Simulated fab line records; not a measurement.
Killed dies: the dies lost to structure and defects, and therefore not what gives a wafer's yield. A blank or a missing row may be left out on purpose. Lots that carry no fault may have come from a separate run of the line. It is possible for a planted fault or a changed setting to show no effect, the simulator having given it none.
Which tool is to blame? + flow sky130 + 12 lots with 36 wafers sampled at 5 steps, on a route of 708 steps

== WHAT THE GAUGES SHOWED, per wafer ==
SKY_CONTACT_THK_MEAS_03. Usual: CONTACT_HDPCVD_THK typically reads 566 nm, with standard deviation 5.2.
| lot  | measured     | on            | CONTACT_HDPCVD_THK (nm) | flag |
|------|--------------|---------------|-------------------------|------|
| L683 | day 30 10:00 | film metro-01 | 563 564 568             |      |
| L684 | day 31 02:25 | film metro-04 | 560 567 566             |      |
| L685 | day 31 03:16 | film metro-04 | 564 557 565             |      |
| L687 | day 32 01:55 | film metro-01 | 564 569 568             |      |
| L689 | day 32 09:38 | film metro-04 | 561 553 554             |      |
| L690 | day 34 00:43 | film metro-02 | 571 559 571             |      |
| L695 | day 34 16:09 | film metro-04 | 552 566 566             |      |
| L696 | day 35 01:41 | film metro-01 | 565 571 568             |      |
| L697 | day 35 12:21 | film metro-04 | 568 569 567             |      |
| L699 | day 36 00:07 | film metro-01 | 852 567 853             | OFF  |
| L702 | day 36 11:40 | film metro-01 | 570 575 859             | OFF  |
| L703 | day 36 18:27 | film metro-04 | 563 563 562             |      |

SKY_CONTACT_CD_MEAS_14: target cd 170 nm. Usual: cd nm reads 169.9 nm (standard deviation 1.5).
| lot  | measured     | on        | cd nm (nm)        | flag |
|------|--------------|-----------|-------------------|------|
| L683 | day 31 14:44 | cd sem-01 | 169.4 169.8 170.6 |      |
| L684 | day 32 06:24 | cd sem-01 | 168.7 169.7 170.6 |      |
| L685 | day 32 07:13 | cd sem-01 | 168.5 169.8 168.6 |      |
| L687 | day 33 05:42 | cd sem-01 | 169.5 169.4 168.1 |      |
| L689 | day 33 13:38 | cd sem-02 | 167.7 167.7 168.8 |      |
| L690 | day 35 03:07 | cd sem-02 | 168.8 169.1 170.2 |      |
| L695 | day 35 19:32 | cd sem-02 | 173.1 171.6 173.4 |      |
| L696 | day 36 04:50 | cd sem-01 | 170.3 171.3 170.6 |      |
| L697 | day 36 15:10 | cd sem-01 | 169.4 170.0 169.7 |      |
| L699 | day 37 02:31 | cd sem-01 | 170.1 167.5 167.7 |      |
| L702 | day 37 13:12 | cd sem-01 | 168.9 168.7 166.7 |      |
| L703 | day 37 20:20 | cd sem-02 | 169.5 170.1 169.9 |      |

SKY_METAL1_RS_MEAS_05: a four-point-probe measurement. Usual: METAL1_ALCU_RS typically reads 0.1261 ohm/sq, with standard deviation 0.0016.
| lot  | measured     | on            | METAL1_ALCU_RS (ohm/sq) | flag |
|------|--------------|---------------|-------------------------|------|
| L683 | day 31 16:51 | film metro-01 | 0.1261 0.1265 0.1264    |      |
| L684 | day 32 08:06 | film metro-02 | 0.1245 0.1240 0.1241    |      |
| L685 | day 32 09:00 | film metro-01 | 0.1253 0.1266 0.1287    |      |
| L687 | day 33 07:23 | film metro-01 | 0.1286 0.1278 0.1276    |      |
| L689 | day 33 16:21 | film metro-03 | 0.1295 0.1270 0.1290    |      |
| L690 | day 35 04:50 | film metro-03 | 0.1282 0.1255 0.1265    |      |
| L695 | day 35 21:13 | film metro-01 | 0.1268 0.1262 0.1257    |      |
| L696 | day 36 06:34 | film metro-01 | 0.1269 0.1261 0.1270    |      |
| L697 | day 36 16:53 | film metro-03 | 0.1251 0.1256 0.1280    |      |
| L699 | day 37 04:11 | film metro-01 | 0.1239 0.1231 0.1237    |      |
| L702 | day 37 14:52 | film metro-03 | 0.1247 0.1241 0.1223    |      |
| L703 | day 37 22:21 | film metro-02 | 0.1268 0.1262 0.1276    |      |

== WHAT TOOL EACH LOT RAN ON (gives the tool, then ch and the chambers of the sampled wafers, and finally the start) ==
| lot  | SKY_CONTACT_HDPCVD_02            | SKY_CONTACT_CMP_04            |
|------|----------------------------------|-------------------------------|
| L683 | hdpcvd-02 ch 1,2, day 30 09:55   | cmp-01 ch 1,2,3, day 30 10:03 |
| L684 | hdpcvd-02 ch 0,1, day 31 02:20   | cmp-01 ch 1,2,3, day 31 02:34 |
| L685 | hdpcvd-02 ch 0,1,2, day 31 03:12 | cmp-01 ch 0,1,3, day 31 03:20 |
| L687 | hdpcvd-01 ch 0,1, day 32 01:50   | cmp-01 ch 0,2,3, day 32 02:01 |
| L689 | hdpcvd-01 ch 0,1, day 32 09:34   | cmp-01 ch 0,1, day 32 09:42   |
| L690 | hdpcvd-02 ch 0,1,2, day 34 00:38 | cmp-02 ch 0,2,3, day 34 00:52 |
| L695 | hdpcvd-01 ch 0,1,2, day 34 16:05 | cmp-02 ch 0,1,2, day 34 16:13 |
| L696 | hdpcvd-02 ch 1,2, day 35 01:37   | cmp-02 ch 0,1,2, day 35 01:48 |
| L697 | hdpcvd-02 ch 0,1,2, day 35 12:17 | cmp-02 ch 0,1,3, day 35 12:28 |
| L699 | hdpcvd-02 ch 1,2, day 36 00:02   | cmp-02 ch 0,2,3, day 36 00:13 |
| L702 | hdpcvd-02 ch 0,1,2, day 36 11:35 | cmp-01 ch 0,2,3, day 36 11:43 |
| L703 | hdpcvd-01 ch 0,1,2, day 36 18:23 | cmp-02 ch 0,1,2, day 36 18:37 |
- SKY_CONTACT_HDPCVD_02: deposits SiO2, target thk 565 nm, time 94.2 s.
- SKY_CONTACT_CMP_04: polishes SiO2.

== WHAT THE TOOLS THEMSELVES READ (means of the sampled wafers that have a number; where no wafer has one, the mark that the record gives instead) ==
SKY_CONTACT_CMP_04. Usual: motor current A 12.6 A, standard deviation 1.8; slurry filter dp kPa 13.51 kPa, standard deviation 0.15; time to endpoint s 81 s, standard deviation 4.1.
| lot  | tool   | motor current A (A) | slurry filter dp kPa (kPa) | time to endpoint s (s) | flag |
|------|--------|---------------------|----------------------------|------------------------|------|
| L683 | cmp-01 | 12.6                | 13.50                      | 80                     |      |
| L684 | cmp-01 | 12.2                | 13.57                      | 79                     |      |
| L685 | cmp-01 | 11.9                | 13.44                      | 77                     |      |
| L687 | cmp-01 | 12.1                | 13.45                      | 84                     |      |
| L689 | cmp-01 | 13.2                | 13.41                      | 82                     |      |
| L690 | cmp-02 | 13.1                | 13.39                      | 79                     |      |
| L695 | cmp-02 | 12.4                | 13.45                      | 81                     |      |
| L696 | cmp-02 | 12.0                | 13.54                      | 80                     |      |
| L697 | cmp-02 | 12.5                | 13.55                      | 81                     |      |
| L699 | cmp-02 | 12.8                | 13.57                      | 145                    | OFF  |
| L702 | cmp-01 | 11.8                | 13.67                      | 118                    | OFF  |
| L703 | cmp-02 | 11.7                | 13.51                      | 78                     |      |

== THE ANSWER, worked out from the rows above alone ==
Rule: a lot is off if the mean of its wafers that have a number lies more than 3 standard deviations from the usual mean. A lot without any number at a reading at which 4 lots or more have one is off too. Where the step has rows for the other lots, those lots are counted as sound. The gauges are gone through in route order, then the tools' own readings, and for those a lot's mean is taken as printed above. At the first step where some lot is off, the reading lying furthest off is the one used; lots without a number count as furthest.
Off: L699, L702, at SKY_CONTACT_THK_MEAS_03 (CONTACT_HDPCVD_THK).
A tool fits if, at a process step before that reading, it ran every lot that is off, and no sound lot after the first of them. Not tried: the gauges at SKY_CONTACT_THK_MEAS_03; whatever is off there is also off at SKY_CONTACT_CMP_04, on other tools, and gauge error can't account for it. One fits: hdpcvd-02 at SKY_CONTACT_HDPCVD_02. A fault onset in the window from L697 (day 35 12:17, its last sound lot) to L699 (day 36 00:02, its first lot off) fits.

== WHAT THE SIMULATOR PUT IN ==
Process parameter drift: hdpcvd-02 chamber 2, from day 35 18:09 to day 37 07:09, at SKY_CONTACT_HDPCVD_02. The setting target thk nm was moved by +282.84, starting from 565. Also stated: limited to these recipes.
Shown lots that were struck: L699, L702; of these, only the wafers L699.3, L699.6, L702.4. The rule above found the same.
